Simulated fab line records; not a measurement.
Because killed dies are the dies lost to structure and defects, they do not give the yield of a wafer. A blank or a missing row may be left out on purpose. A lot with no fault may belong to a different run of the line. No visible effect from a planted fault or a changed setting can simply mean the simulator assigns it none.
The tool behind it: which one? + flow sky130 + 12 lots, 36 wafers sampled, at 5 steps of a route of 708

WHAT THE GAUGES READ, wafer by wafer
SKY_VT_ADJUST_HVTP_OVL_MEAS_08.
| lot  | measured     | on         | VT_ADJUST_HVTP_OVL (nm)       |
|------|--------------|------------|-------------------------------|
| L556 | day 6 02:17  | overlay-02 | 0.5 1.0 1.9                   |
| L557 | day 6 10:09  | overlay-01 | -2.3 -2.4 -2.9                |
| L559 | day 7 02:10  | overlay-01 | -2.0 -1.3 -1.0                |
| L560 | day 7 03:45  | overlay-02 | 1.2 1.1 1.8                   |
| L566 | day 8 21:56  | overlay-01 | 41.9 41.7 41.2 42.1 41.9 41.0 |
| L567 | day 9 03:43  | overlay-02 | 43.0 42.4 42.4 43.0 42.5 42.2 |
| L568 | day 9 08:41  | overlay-02 | 47.1 47.6 44.9 46.5 47.2 44.3 |
| L572 | day 10 06:48 | overlay-02 | 0.3 -2.0 1.1                  |
| L575 | day 10 22:36 | overlay-02 | -1.3 -3.2 -2.9                |
| L576 | day 11 06:38 | overlay-01 | -0.8 -0.7 -0.3                |
| L577 | day 11 10:20 | overlay-02 | -0.1 1.2 0.7                  |
| L578 | day 11 15:51 | overlay-01 | -1.1 -0.2 -0.9                |

SKY_SONOS_ONO_THK_MEAS_01.
| lot  | measured     | on           | SONOS_ONO_OXIDATION_THK (nm) |
|------|--------------|--------------|------------------------------|
| L556 | day 11 13:29 | filmMetro-01 | 2.63 2.56 2.61               |
| L557 | day 11 22:04 | filmMetro-03 | 2.68 2.69 2.60               |
| L559 | day 12 18:19 | filmMetro-01 | 2.69 2.62 2.59               |
| L560 | day 12 18:23 | filmMetro-01 | 2.61 2.62 2.69               |
| L566 | day 14 19:19 | filmMetro-02 | 2.45 2.52 2.53               |
| L567 | day 15 05:04 | filmMetro-02 | 2.56 2.62 2.59               |
| L568 | day 15 10:43 | filmMetro-02 | 2.58 2.57 2.57               |
| L572 | day 16 22:23 | filmMetro-02 | 2.75 2.69 2.73               |
| L575 | day 17 15:01 | filmMetro-03 | 2.54 2.58 2.47               |
| L576 | day 17 21:41 | filmMetro-03 | 2.63 2.69 2.59               |
| L577 | day 18 06:14 | filmMetro-03 | 2.62 2.67 2.65               |
| L578 | day 18 06:14 | filmMetro-01 | 2.58 2.61 2.63               |

SKY_LDD_P_TW_MEAS_11.
| lot  | measured     | on           | LDD_P_TW    |
|------|--------------|--------------|-------------|
| L556 | day 18 23:41 | filmMetro-04 | 651 652 654 |
| L557 | day 19 14:53 | filmMetro-02 | 635 637 635 |
| L559 | day 20 15:20 | filmMetro-03 | 640 642 639 |
| L560 | day 20 16:21 | filmMetro-02 | 635 636 631 |
| L566 | day 23 08:54 | filmMetro-02 | 638 633 638 |
| L567 | day 23 14:36 | filmMetro-03 | 635 636 635 |
| L568 | day 23 14:11 | filmMetro-04 | 649 649 651 |
| L572 | day 25 03:59 | filmMetro-03 | 640 640 638 |
| L575 | day 25 14:53 | filmMetro-02 | 632 631 637 |
| L576 | day 25 21:41 | filmMetro-02 | 634 633 637 |
| L577 | day 26 09:53 | filmMetro-02 | 633 635 634 |
| L578 | day 26 11:23 | filmMetro-02 | 635 635 635 |

WHICH TOOL RAN EACH LOT (tool, then ch and the chambers of the sampled wafers, then the start)
| lot  | SKY_VT_ADJUST_HVTP_EXPOSE_04       | SKY_LDD_P_STRIP_10                  |
|------|------------------------------------|-------------------------------------|
| L556 | ilineStepper-02 ch 0, day 5 17:23  | plasmaAsher-03 ch 0,1, day 18 23:35 |
| L557 | ilineStepper-02 ch 0, day 6 00:37  | plasmaAsher-01 ch 0,1, day 19 14:47 |
| L559 | ilineStepper-01 ch 0, day 6 16:25  | plasmaAsher-02 ch 0,1, day 20 15:14 |
| L560 | ilineStepper-01 ch 0, day 6 17:56  | plasmaAsher-02 ch 0,1, day 20 16:14 |
| L566 | ilineStepper-02 ch 0, day 8 11:56  | plasmaAsher-03 ch 0,1, day 23 08:49 |
| L567 | ilineStepper-02 ch 0, day 8 17:12  | plasmaAsher-01 ch 0,1, day 23 14:29 |
| L568 | ilineStepper-02 ch 0, day 8 22:06  | plasmaAsher-03 ch 0,1, day 23 14:05 |
| L572 | ilineStepper-01 ch 0, day 9 20:34  | plasmaAsher-02 ch 1, day 25 03:53   |
| L575 | ilineStepper-01 ch 0, day 10 11:33 | plasmaAsher-01 ch 0,1, day 25 14:47 |
| L576 | ilineStepper-01 ch 0, day 10 19:53 | plasmaAsher-03 ch 1, day 25 21:35   |
| L577 | ilineStepper-01 ch 0, day 10 23:23 | plasmaAsher-01 ch 0,1, day 26 09:47 |
| L578 | ilineStepper-01 ch 0, day 11 04:28 | plasmaAsher-03 ch 1, day 26 11:17   |
- SKY_VT_ADJUST_HVTP_EXPOSE_04: exposes mask HVTPM, target cd 380 nm.
- SKY_LDD_P_STRIP_10: strips in O2/N2.

WHAT THE TOOLS THEMSELVES READ (means of the sampled wafers that have a number; where no wafer has one, the mark that the record gives instead)
SKY_VT_ADJUST_HVTP_EXPOSE_04.
| lot  | tool            | stageVelMmS (mm/s) |
|------|-----------------|--------------------|
| L556 | ilineStepper-02 | 499.82             |
| L557 | ilineStepper-02 | 500.09             |
| L559 | ilineStepper-01 | 500.04             |
| L560 | ilineStepper-01 | 499.96             |
| L566 | ilineStepper-02 | 500.18             |
| L567 | ilineStepper-02 | 499.97             |
| L568 | ilineStepper-02 | 499.92             |
| L572 | ilineStepper-01 | 499.66             |
| L575 | ilineStepper-01 | 499.85             |
| L576 | ilineStepper-01 | 499.62             |
| L577 | ilineStepper-01 | 499.94             |
| L578 | ilineStepper-01 | 500.29             |

SKY_LDD_P_STRIP_10.
| lot  | tool           | drypumpMotorCurrentA (A) | oesProductAu (a.u.) | stripTimeToEndpointS (s) |
|------|----------------|--------------------------|---------------------|--------------------------|
| L556 | plasmaAsher-03 | 5.8                      | 0.714               | 14.15                    |
| L557 | plasmaAsher-01 | 5.8                      | 0.716               | 14.17                    |
| L559 | plasmaAsher-02 | 6.0                      | 0.716               | 14.20                    |
| L560 | plasmaAsher-02 | 5.7                      | 0.712               | 14.17                    |
| L566 | plasmaAsher-03 | 5.8                      | 0.718               | 14.14                    |
| L567 | plasmaAsher-01 | 5.7                      | 0.720               | 14.19                    |
| L568 | plasmaAsher-03 | 5.8                      | 0.716               | 14.17                    |
| L572 | plasmaAsher-02 | 5.4                      | 0.718               | 14.15                    |
| L575 | plasmaAsher-01 | 5.7                      | 0.715               | 14.12                    |
| L576 | plasmaAsher-03 | 6.6                      | 0.716               | 14.20                    |
| L577 | plasmaAsher-01 | 5.7                      | 0.715               | 14.21                    |
| L578 | plasmaAsher-03 | 6.6                      | 0.717               | 14.13                    |

THE ANSWER, worked out from the rows above alone
Rule: what is usual is taken from the lots themselves. Put in order of their means at a reading, lots are off if they are a third of the lots or fewer, leave a main group of 4 or more, and stand apart from it by a gap of 3 or more times the standard deviation of the main group's means; of several such gaps the widest counts. A main group is skipped when, at the precision printed for the reading in the tables above, its means are all equal. A lot without any number at a reading at which 4 lots or more have one is off too. Where the step has rows for the other lots, those lots are counted as sound. Order of review: gauges by route order, followed by the tools' own readings, for which a lot's mean as printed above is used. The first step at which some lot is off is used, and at that step the reading that is off furthest; a lot without a number counts as furthest.
Off: at SKY_VT_ADJUST_HVTP_OVL_MEAS_08 (VT_ADJUST_HVTP_OVL), L566, L567, L568. The main group: mean -0.5 nm, standard deviation 1.3.
If a tool, at a process step before that reading, ran all the lots that are off and no sound lot after the first of them, it fits. Those tools and the gauges at SKY_VT_ADJUST_HVTP_OVL_MEAS_08 are tried in the same way. One candidate fits, namely ilineStepper-02 at SKY_VT_ADJUST_HVTP_EXPOSE_04. Its last sound lot is L557 (day 6 00:37), its first lot that is off L566 (day 8 11:56): a fault that began between those two fits.

WHAT WAS PUT IN BY THE SIMULATOR
Scanner matching overlay: ilineStepper-02, from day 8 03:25 on, at SKY_VT_ADJUST_HVTP_EXPOSE_04. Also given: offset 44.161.
Lots struck among those shown: L566, L567, L568. The same result came from the rule above.
